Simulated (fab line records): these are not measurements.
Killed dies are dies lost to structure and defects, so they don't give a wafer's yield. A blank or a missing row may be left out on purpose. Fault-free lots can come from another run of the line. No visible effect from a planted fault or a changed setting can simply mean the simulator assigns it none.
What tool caused it? | flow sky130 | Sampling: 6 lots, 18 wafers, 2 of 708 route steps

## WHAT THE GAUGES SHOWED, per wafer
SKY_LDD_P_CD_MEAS_07: target cd 380 nm.
lot  | measured     | on       | cdNm (nm)
L169 | day 19 04:57 | cdSem-01 | 379.4 377.3 379.4
L172 | day 20 04:19 | cdSem-02 | 381.9 379.5 381.0
L175 | day 21 21:59 | cdSem-01 | 377.6 375.7 378.1
L186 | day 25 07:47 | cdSem-01 | 384.5 382.4 380.8
L188 | day 26 02:56 | cdSem-01 | 380.8 378.7 382.4
L190 | day 26 15:40 | cdSem-01 | 378.5 374.1 374.2

## TOOL THAT RAN EACH LOT (tool first, then ch and the chambers of the sampled wafers, then the start)
lot  | SKY_LDD_P_EXPOSE_04
L169 | ilineStepper-02 ch 0, day 18 14:39
L172 | ilineStepper-02 ch 0, day 19 12:40
L175 | ilineStepper-01 ch 0, day 21 07:31
L186 | ilineStepper-01 ch 0, day 24 16:16
L188 | ilineStepper-02 ch 0, day 25 12:59
L190 | ilineStepper-02 ch 0, day 26 00:40
- SKY_LDD_P_EXPOSE_04: exposes mask PSDM, target cd 380 nm.

## THE ANSWER, worked out from the rows above alone
Rule: the lots themselves supply what counts as usual. Put in order of their means at a reading, lots are off if they are a third of the lots or fewer, leave a main group of 4 or more, and stand apart from it by a gap of 3 or more times the standard deviation of the main group's means; of several such gaps the widest counts. The tables above print the reading to a certain number of digits; a main group whose means all agree to those digits is not used. A lot without any number at a reading at which 4 lots or more have one is off too. Where the step has rows for the other lots, those lots are counted as sound.
No lot is off at any reading shown: from this, nothing can be told.

## WHAT WAS PUT IN BY THE SIMULATOR
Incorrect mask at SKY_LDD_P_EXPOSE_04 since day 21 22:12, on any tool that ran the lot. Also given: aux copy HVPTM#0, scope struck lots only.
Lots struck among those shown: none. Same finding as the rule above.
